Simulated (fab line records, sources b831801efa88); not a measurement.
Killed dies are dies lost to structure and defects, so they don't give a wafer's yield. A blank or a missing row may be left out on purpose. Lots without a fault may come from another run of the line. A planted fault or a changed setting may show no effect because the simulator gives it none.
fab line records | flow gf180mcu
record lots=5 wafers=15 last_day=34
route steps=602 shown STI@9
lots that met no fault: from a run of the same line without faults
start_h: hours from the record's first day to the start of the lot's first wafer shown | wait_h: hours since the lot's step before | " the same as in the row above | L1.1+2: a row that stands for several wafers | - no value, or no start given | * or withheld: withheld | < > ~ a bound
route shown NAME@n: a module of which the file shows steps, and the number in the route of the first | usual: mean/standard deviation of fault-free wafers | same: alike in all rows | chamber/n: place in a boat | sites: the reading at each site | _std_site: their standard deviation | _edge_site: outer sites' mean less inner sites' | radius_mm: how far each site lies from the wafer's centre | mask NAME#n: copy n | behind: the tool/chamber that last shaped the wafer | hold: why the lot was held/for how many hours/how that ended | device: the transistor (n, p or np) that didn't switch | end of line: the same wafers' tests at the end of the route | a step without rows: its recipe alone | killed: dies lost to structure and defects at the first sort, not the wafer's yield | map: a wafer's dies, x killed, . not, _ none there
set.NAME: the setting as run; set.NAME@STEP: as run at that earlier step | model.NAME: the simulator's own value behind a step, which no gauge read
lots at some steps of the route; a table a step, a row a wafer
services: from which hour (start_h, from the record's first day; less than 0 if before it) a tool's chamber was out of use, for how many hours, and why
## steps
# step GF_STI_SOFTBAKE_08
# recipe temp_c=130 time_s=60 resist=KrF
# usual exhaust_pa=44.9/0.92
# columns lot.wafer tool chamber start_h wait_h exhaust_pa
L080.3 litho_track-03 0 49.81 0.1 44.7
L080.4 " 0 " " 44.5
L080.5 " 0 " " 44.3
L086.1 litho_track-01 0 80.26 0.1 45.1
L086.2 " 0 " " 45.1
L086.3 " 0 " " 44.9
L090.1 litho_track-03 0 100.41 0.1 45.0
L090.5 " 0 " " 45.0
L090.6 " 0 " " 46.1
L092.2 litho_track-03 0 110.44 0.1 46.3
L092.4 " 0 " " 45.6
L092.6 " 0 " " 44.5
L095.1 litho_track-02 0 128.06 0.1 43.7
L095.3 " 0 " " 45.0
L095.6 " 0 " " 44.0
# step GF_STI_EXPOSE_09
# recipe mask_id=COMP target_cd_nm=220 na=0.68 source_shape=conventional sigma_outer=0.6 dose_mj=28
# usual focus_offset_nm=0.0/0.51
# columns lot.wafer tool chamber start_h wait_h mask focus_offset_nm
L080.3 krf_scanner-02 0 - - COMP#0 -0.2
L080.4 " 0 " " COMP#0 -0.3
L080.5 " 0 " " COMP#0 0.0
L086.1 krf_scanner-02 0 - - COMP#0 -0.1
L086.2 " 0 " " COMP#0 -0.8
L086.3 " 0 " " COMP#0 0.1
L090.1 krf_scanner-02 0 - - COMP#0 0.3
L090.5 " 0 " " COMP#0 0.4
L090.6 " 0 " " COMP#0 0.6
L092.2 krf_scanner-01 0 - - COMP#0 0.0
L092.4 " 0 " " COMP#0 0.1
L092.6 " 0 " " COMP#0 -0.8
L095.1 krf_scanner-01 0 - - COMP#0 -0.4
L095.3 " 0 " " COMP#0 0.8
L095.6 " 0 " " COMP#0 0.5
# step GF_STI_PEB_10
# recipe peb_temp_c=135 peb_time_s=90 resist=KrF
# usual exhaust_pa=45.0/0.93
# columns lot.wafer tool chamber start_h wait_h exhaust_pa
L080.3 litho_track-02 0 - - 44.4
L080.4 " 0 " " 42.9
L080.5 " 0 " " 45.2
L086.1 litho_track-02 0 - - 44.3
L086.2 " 0 " " 45.3
L086.3 " 0 " " 43.9
L090.1 litho_track-02 0 - - 46.7
L090.5 " 0 " " 46.7
L090.6 " 0 " " 46.5
L092.2 litho_track-01 0 - - 44.7
L092.4 " 0 " " 44.3
L092.6 " 0 " " 43.2
L095.1 litho_track-03 0 - - 44.6
L095.3 " 0 " " 44.4
L095.6 " 0 " " 45.3
# step GF_STI_DEVELOP_11
# recipe develop_time_s=60 dev_temp_c=21
# usual developer_temp_C=21.00/0.1 exhaust_pa=44.9/0.81
# columns lot.wafer tool chamber start_h wait_h developer_temp_C exhaust_pa
L080.3 litho_track-02 0 56.16 0.1 21.07 43.8
L080.4 " 0 " " 21.00 45.2
L080.5 " 0 " " 21.09 43.4
L086.1 litho_track-02 0 86.46 0.2 20.98 45.1
L086.2 " 0 " " 20.97 45.0
L086.3 " 0 " " 21.14 44.9
L090.1 litho_track-02 0 107.61 0.2 21.04 46.1
L090.5 " 0 " " 21.10 46.3
L090.6 " 0 " " 20.99 45.2
L092.2 litho_track-01 0 116.98 0.2 20.92 44.7
L092.4 " 0 " " 21.11 43.2
L092.6 " 0 " " 20.92 44.6
L095.1 litho_track-03 0 135.71 0.2 21.03 45.0
L095.3 " 0 " " 21.02 45.2
L095.6 " 0 " " 20.85 44.6
# step GF_STI_CD_MEAS_12
# recipe target_cd_nm=220
# usual cd_nm=220.0/1.2
# columns lot.wafer tool chamber start_h wait_h cd_nm
L080.3 cd_sem-02 - 56.30 0.1 218.8
L080.4 " - " " 219.4
L080.5 " - " " 220.0
L086.1 cd_sem-02 - 86.61 0.1 220.6
L086.2 " - " " 220.9
L086.3 " - " " 220.3
L090.1 cd_sem-02 - 107.76 0.1 220.8
L090.5 " - " " 220.3
L090.6 " - " " 220.5
L092.2 cd_sem-02 - 117.13 0.1 220.0
L092.4 " - " " 220.0
L092.6 " - " " 221.1
L095.1 cd_sem-02 - 135.86 0.1 222.3
L095.3 " - " " 221.9
L095.6 " - " " 222.8
# step GF_STI_ETCH_13
# recipe chemistry=CHF3/O2 stop_on=Si over_etch_frac=0.3 target_depth_a=2823.1 source_w=600 bias_w=200 pressure_mtorr=40 chf3_flow_sccm=50 O2_flow_sccm=5 time_s=112.9
# usual chf3_flow_sccm=50.00/0.16 drypump_motor_current_A=5.8/0.47 oes_product_au=0.835/0.006 throttle_valve_pct=8.810/0.0091
# same over_etch_frac=0.3
# columns lot.wafer tool chamber start_h wait_h chf3_flow_sccm drypump_motor_current_A oes_product_au rf_hours_counter_h throttle_valve_pct
L080.3 rie_diel-04 3 56.38 0.1 50.06 5.3 0.843 83 8.815
L080.4 " 1 " " 50.07 6.0 0.842 87 8.802
L080.5 " 2 " " 49.96 6.1 0.837 - 8.822
L086.1 rie_diel-03 2 86.73 0.1 50.12 5.0 0.834 142 8.805
L086.2 " 0 " " 50.07 5.5 0.837 115 8.818
L086.3 " 3 " " 49.75 5.6 0.834 43 8.831
L090.1 rie_diel-03 3 107.88 0.1 49.94 5.5 0.832 43 8.809
L090.5 " 3 " " 49.73 5.6 0.835 - 8.798
L090.6 " 2 " " 50.03 5.0 0.835 - 8.813
L092.2 rie_diel-02 1 117.23 0.1 49.88 5.2 0.833 44 8.805
L092.4 " 2 " " 50.32 6.6 0.826 163 8.820
L092.6 " 1 " " 50.04 5.2 0.825 - 8.829
L095.1 rie_diel-04 2 135.98 0.1 50.24 6.0 0.833 114 8.812
L095.3 " 3 " " 49.97 5.3 0.831 85 8.785
L095.6 " 0 " " 49.74 6.2 0.831 - 8.810
# step GF_STI_ETCH_14
# recipe target=Si chemistry=HBr/Cl2/O2 target_depth_nm=360 icp_w=600 bias_w=150 pressure_mtorr=15 HBr_flow_sccm=150 Cl2_flow_sccm=40 O2_flow_sccm=6 time_s=102.9
# usual HBr_flow_sccm=150.0/0.5 drypump_motor_current_A=5.6/0.37 oes_product_au=0.998/0.01 throttle_valve_pct=25.657/0.012
# columns lot.wafer tool chamber start_h wait_h HBr_flow_sccm drypump_motor_current_A oes_product_au rf_hours_counter_h throttle_valve_pct
L080.3 rie_si-01 0 56.46 0.0 149.8 5.3 1.004 8 25.642
L080.4 " 3 " " 150.6 5.7 0.973 26 25.652
L080.5 " 1 " " 149.5 6.4 1.009 - 25.661
L086.1 rie_si-01 3 86.81 0.0 150.6 5.7 0.998 27 25.641
L086.2 " 0 " " 149.9 5.3 1.008 8 25.645
L086.3 " 1 " " 150.3 6.5 1.012 102 25.662
L090.1 rie_si-02 2 107.96 0.0 149.6 5.8 0.994 4 25.667
L090.5 " 2 " " 150.0 5.8 1.002 - 25.652
L090.6 " 3 " " 150.3 5.4 0.995 - 25.659
L092.2 rie_si-01 2 117.31 0.0 150.5 5.2 0.988 25 25.681
L092.4 " 3 " " 150.3 5.7 0.979 27 25.663
L092.6 " 2 " " 150.5 5.3 0.987 - 25.657
L095.1 rie_si-01 3 136.06 0.0 149.2 5.7 0.985 27 25.677
L095.3 " 1 " " 149.8 6.4 1.014 103 25.654
L095.6 " 1 " " 150.6 6.5 1.008 - 25.659
# step GF_STI_STRIP_15
# recipe chemistry=O2/N2 power_w=1400 pressure_mtorr=1500 platen_temp_c=250 o2_flow_sccm=3000 n2_flow_sccm=300 overash_fraction=0.5
# usual drypump_motor_current_A=5.5/0.33 heater_power_w=332/26 oes_product_au=0.385/0.0048 strip_time_to_endpoint_s=3.73/0.047
# columns lot.wafer tool chamber start_h wait_h drypump_motor_current_A heater_power_w oes_product_au rf_hours_counter_h strip_time_to_endpoint_s
L080.3 plasma_asher-03 1 56.57 0.1 5.1 305 0.379 - 3.71
L080.4 " 0 " " 5.3 343 0.385 - 3.84
L080.5 " 0 " " 5.3 338 0.384 - 3.75
L086.1 plasma_asher-02 1 86.89 0.0 6.0 363 0.388 44 3.71
L086.2 " 0 " " 5.9 337 0.378 44 3.61
L086.3 " 0 " " 5.9 328 0.390 - 3.67
L090.1 plasma_asher-03 0 108.04 0.0 5.2 330 0.381 30 3.71
L090.5 " 0 " " 5.2 329 0.382 - 3.74
L090.6 " 1 " " 5.1 299 0.387 - 3.70
L092.2 plasma_asher-01 0 117.38 0.0 5.6 304 0.389 46 3.75
L092.4 " 0 " " 5.6 298 0.386 - 3.77
L092.6 " 0 " " 5.6 295 0.385 - 3.75
L095.1 plasma_asher-01 1 136.13 0.0 5.5 368 0.391 48 3.76
L095.3 " 1 " " 5.5 366 0.382 - 3.66
L095.6 " 1 " " 5.5 371 0.378 - 3.68
# step GF_STI_CLEAN_16
# recipe chemistry=dHF time_s=25 dilution=100:1
# columns lot.wafer tool chamber start_h wait_h
L080.3+4+5 wet_bench-02 1 56.64 0.0
L086.1+2+3 wet_bench-02 2 86.99 0.1
L090.1+5+6 wet_bench-02 0 108.14 0.1
L092.2+4+6 wet_bench-01 3 117.48 0.1
L095.1+3+6 wet_bench-03 2 136.23 0.1
# step GF_STI_WET_ETCH_17
# recipe chemistry=H3PO4 target_depth_nm=45 temp_c=160 target=Si3N4 time_s=514
# columns lot.wafer tool chamber start_h wait_h
L080.3+4+5 wet_bench-01 3 56.65 0.0
L086.1+2+3 wet_bench-03 2 87.00 0.0
L090.1+5+6 wet_bench-01 1 108.15 0.0
L092.2+4+6 wet_bench-03 1 117.50 0.0
L095.1+3+6 wet_bench-02 3 136.25 0.0
# step GF_STI_CLEAN_18
# recipe chemistry=SC1/SC2 mix=1:4:20 temp_c=70 time_s=150
# columns lot.wafer tool chamber start_h wait_h
L080.3+4+5 wet_bench-03 2 56.83 0.0
L086.1+2+3 wet_bench-02 0 87.15 0.0
L090.1+5+6 wet_bench-03 0 108.30 0.0
L092.2+4+6 wet_bench-01 2 117.65 0.0
L095.1+3+6 wet_bench-03 2 136.40 0.0
# step GF_STI_CLEAN_19
# recipe chemistry=dHF time_s=20 dilution=100:1
# columns lot.wafer tool chamber start_h wait_h
L080.3+4+5 wet_bench-02 3 56.88 0.0
L086.1+2+3 wet_bench-03 1 87.20 0.0
L090.1+5+6 wet_bench-02 1 108.35 0.0
L092.2+4+6 wet_bench-02 2 117.70 0.0
L095.1+3+6 wet_bench-02 2 136.45 0.0
# step GF_STI_WET_ETCH_20
# recipe chemistry=dHF dilution=100:1 target_depth_nm=20 temp_c=25 dry=ipa_marangoni target=SiO2 time_s=400
# columns lot.wafer tool chamber start_h wait_h
L080.3+4+5 wet_bench-01 3 56.90 0.0
L086.1+2+3 wet_bench-02 3 87.22 0.0
L090.1+5+6 wet_bench-01 3 108.37 0.0
L092.2+4+6 wet_bench-03 0 117.71 0.0
L095.1+3+6 wet_bench-03 1 136.47 0.0
# step GF_STI_OXIDATION_21
# recipe temp_c=1000 ambient=O2 stabilise_s=600 purge_s=300 target_thk_a=150 ox_time_s=458
# usual ox_temp_c_max=1006.7/2.2 spike_tc_upper_C=1000.6/0.92 zone_power_lower_pct=22.2/0.57
# columns lot.wafer tool chamber start_h wait_h ox_temp_c_max spike_tc_upper_C zone_power_lower_pct
L080.3 furnace-01 0 58.13 1.1 1004.4 998.6 22.9
L080.4 " 0 " " 1005.6 1000.8 22.5
L080.5 " 0 " " 1004.5 1000.0 22.8
L086.1 furnace-02 0 87.74 0.4 1007.4 999.7 21.6
L086.2 " 0 " " 1009.0 999.6 22.1
L086.3 " 0 " " 1010.1 1000.6 21.9
L090.1 furnace-02 0 109.30 0.8 1010.9 1000.4 21.8
L090.5 " 0 " " 1007.0 1001.2 21.8
L090.6 " 0 " " 1011.9 999.8 22.0
L092.2 furnace-01 0 117.83 0.0 1003.5 1001.1 22.7
L092.4 " 0 " " 1004.8 1000.7 23.1
L092.6 " 0 " " 1004.6 999.4 22.9
L095.1 furnace-01 0 136.58 0.0 1005.1 1000.0 23.0
L095.3 " 0 " " 1005.5 1000.8 22.9
L095.6 " 0 " " 1003.6 1000.9 23.2
# step GF_STI_THK_MEAS_22
# recipe reads=SiO2_of_STI_OXIDATION_21
# usual STI_OXIDATION_01_THK=15.03/0.25
# columns lot.wafer tool chamber start_h wait_h STI_OXIDATION_01_THK[nm]
L080.3 film_metro-01 - 59.28 0.0 14.88
L080.4 " - " " 14.93
L080.5 " - " " 14.53
L086.1 film_metro-01 - 88.86 0.0 14.84
L086.2 " - " " 15.01
L086.3 " - " " 15.05
L090.1 film_metro-02 - 110.43 0.0 15.21
L090.5 " - " " 15.28
L090.6 " - " " 15.06
L092.2 film_metro-02 - 118.97 0.0 15.10
L092.4 " - " " 15.49
L092.6 " - " " 15.33
L095.1 film_metro-04 - 137.71 0.0 14.93
L095.3 " - " " 14.74
L095.6 " - " " 14.84
# step GF_STI_CVD_23
# recipe material=SiO2 target_thk_nm=650 sigma_open_frac=0.3 time_s=108.3 temp_c=600 sih4_flow_sccm=61.58 pressure_mtorr=6
# columns lot.wafer tool chamber start_h wait_h
L080.3+4+5 hdpcvd-01 0,2,0 59.32 0.0
L086.1+2+3 hdpcvd-01 2,0,1 88.92 0.1
L090.1+5+6 hdpcvd-01 0,0,1 110.49 0.1
L092.2+4+6 hdpcvd-02 2,2,1 119.02 0.0
L095.1+3+6 hdpcvd-01 2,1,1 137.77 0.1
# step GF_STI_THK_MEAS_24
# recipe reads=SiO2_of_STI_CVD_23
# usual STI_CVD_23_THK=669/6.6
# columns lot.wafer tool chamber start_h wait_h STI_CVD_23_THK[nm]
L080.3 film_metro-01 - 59.42 0.1 670
L080.4 " - " " 672
L080.5 " - " " 669
L086.1 film_metro-02 - 89.00 0.0 683
L086.2 " - " " 676
L086.3 " - " " 679
L090.1 film_metro-01 - 110.56 0.0 660
L090.5 " - " " 661
L090.6 " - " " 673
L092.2 film_metro-01 - 119.10 0.0 668
L092.4 " - " " 667
L092.6 " - " " 668
L095.1 film_metro-02 - 137.85 0.0 669
L095.3 " - " " 673
L095.6 " - " " 673
# step GF_STI_CMP_25
# recipe stop_on=Si3N4 t_overpolish_s=33 down_force_psi=4 platen_rpm=60 target_thk_nm=524.6 pad_velocity_m_s=0.94248
# usual motor_current_A=12.3/0.69 overpolish_run_s=32.999/0.0074 time_to_endpoint_s=123/5.2
# columns lot.wafer tool chamber start_h wait_h motor_current_A overpolish_run_s time_to_endpoint_s
L080.4 cmp-02 3 59.51 0.1 12.5 32.990 129
L080.3 " 1 " " 12.0 33.002 128
L080.5 " 2 " " 12.9 32.995 124
L086.3 cmp-01 3 89.20 0.2 12.8 33.009 116
L086.2 " 0 " " 12.6 33.000 113
L086.1 " 1 " " 11.6 32.999 114
L090.1 cmp-02 1 110.77 0.2 11.9 32.986 120
L090.5 " 2 " " 12.9 33.016 120
L090.6 " 3 " " 12.6 33.001 127
L092.4 cmp-01 1 119.15 0.0 11.5 33.002 119
L092.2 " 3 " " 12.5 32.991 118
L092.6 " 1 " " 12.1 32.998 118
L095.3 cmp-02 2 137.96 0.1 13.0 33.003 116
L095.1 " 3 " " 13.0 32.995 125
L095.6 " 1 " " 11.7 32.995 119
# step GF_STI_WET_ETCH_26
# recipe chemistry=dHF target_depth_nm=94 target=SiO2 temp_c=25 dilution=10:1 time_s=188
# columns lot.wafer tool chamber start_h wait_h
L080.3+4+5 wet_bench-03 3 59.76 0.1
L086.1+2+3 wet_bench-03 1 89.45 0.1
L090.1+5+6 wet_bench-01 2 110.92 0.1
L092.2+4+6 wet_bench-01 1 119.45 0.1
L095.1+3+6 wet_bench-01 3 138.21 0.1
# step GF_STI_WET_ETCH_27
# recipe chemistry=H3PO4 target_depth_nm=160 target=Si3N4 temp_c=160 time_s=1825
# columns lot.wafer tool chamber start_h wait_h
L080.3+4+5 wet_bench-01 1 59.82 0.0
L086.1+2+3 wet_bench-02 1 89.51 0.0
L090.1+5+6 wet_bench-03 2 110.98 0.0
L092.2+4+6 wet_bench-03 2 119.51 0.0
L095.1+3+6 wet_bench-03 0 138.27 0.0
# step GF_STI_WET_ETCH_28
# recipe chemistry=dHF target_depth_nm=20 dry=ipa_marangoni target=SiO2 temp_c=25 dilution=10:1 time_s=40
# columns lot.wafer tool chamber start_h wait_h
L080.3+4+5 wet_bench-02 1 60.33 0.0
L086.1+2+3 wet_bench-01 2 90.03 0.0
L090.1+5+6 wet_bench-01 0 111.50 0.0
L092.2+4+6 wet_bench-01 1 120.03 0.0
L095.1+3+6 wet_bench-01 3 138.78 0.0
# step GF_STI_OXIDATION_29
# recipe temp_c=900 ambient=O2 stabilise_s=600 purge_s=300 target_thk_a=100 ox_time_s=1418
# usual ox_temp_c_max=904.9/1.9 spike_tc_upper_C=900.7/0.97 zone_power_lower_pct=17.8/0.48
# columns lot.wafer tool chamber start_h wait_h ox_temp_c_max spike_tc_upper_C zone_power_lower_pct
L080.3 furnace-02 0 60.98 0.6 907.0 900.3 17.1
L080.4 " 0 " " 906.4 901.5 17.4
L080.5 " 0 " " 906.9 900.2 17.3
L086.1 furnace-01 0 90.05 0.0 904.8 899.6 18.0
L086.2 " 0 " " 902.9 902.1 17.7
L086.3 " 0 " " 903.0 902.1 18.2
L090.1 furnace-01 0 111.64 0.1 903.7 900.4 17.9
L090.5 " 0 " " 903.6 900.7 18.2
L090.6 " 0 " " 904.0 901.8 18.0
L092.2 furnace-01 0 120.05 0.0 902.8 901.0 17.7
L092.4 " 0 " " 903.6 903.0 17.9
L092.6 " 0 " " 903.9 900.5 17.9
L095.1 furnace-01 0 138.80 0.0 903.9 900.8 18.3
L095.3 " 0 " " 903.9 901.1 18.0
L095.6 " 0 " " 903.5 901.6 18.1
# step GF_STI_THK_MEAS_30
# recipe reads=SiO2_of_STI_OXIDATION_29
# usual STI_OXIDATION_02_THK=10.04/0.22
# columns lot.wafer tool chamber start_h wait_h STI_OXIDATION_02_THK[nm]
L080.3 film_metro-04 - 62.39 0.0 10.20
L080.4 " - " " 10.09
L080.5 " - " " 10.19
L086.1 film_metro-02 - 91.44 0.0 9.77
L086.2 " - " " 9.89
L086.3 " - " " 10.10
L090.1 film_metro-04 - 113.04 0.0 10.45
L090.5 " - " " 10.26
L090.6 " - " " 10.20
L092.2 film_metro-02 - 121.45 0.0 10.18
L092.4 " - " " 10.01
L092.6 " - " " 10.09
L095.1 film_metro-04 - 140.20 0.0 9.73
L095.3 " - " " 9.77
L095.6 " - " " 9.78
## services
# columns tool chamber start_h hours kind
hdpcvd-01 - 35.78 6.0 pm
krf_scanner-01 - 39.11 1.0 pm
hdpcvd-01 1 43.27 6.7 repair
krf_scanner-02 - 48.01 1.0 pm
cmp-02 - 52.21 4.9 pm
rie_diel-03 - 53.93 2.8 pm
krf_scanner-02 - 54.96 0.2 repair
krf_scanner-02 - 57.40 1.3 pm
krf_scanner-01 - 63.92 1.3 pm
cmp-01 - 64.22 4.0 pm
wet_bench-01 - 66.72 1.2 repair
furnace-01 - 71.20 6.7 pm
wet_bench-02 - 81.33 3.2 repair
krf_scanner-01 - 82.48 6.1 repair
cmp-02 - 82.61 1.2 repair
cmp-02 - 83.86 6.4 pm
hdpcvd-01 - 84.21 1.3 repair
cmp-02 - 94.14 0.3 repair
plasma_asher-01 - 99.22 2.8 pm
rie_si-01 0 103.73 1.2 repair
rie_si-01 - 110.25 0.6 repair
wet_bench-03 - 122.42 1.1 repair
furnace-01 - 128.07 3.3 pm
cmp-02 - 133.00 0.9 repair
## key
fault none
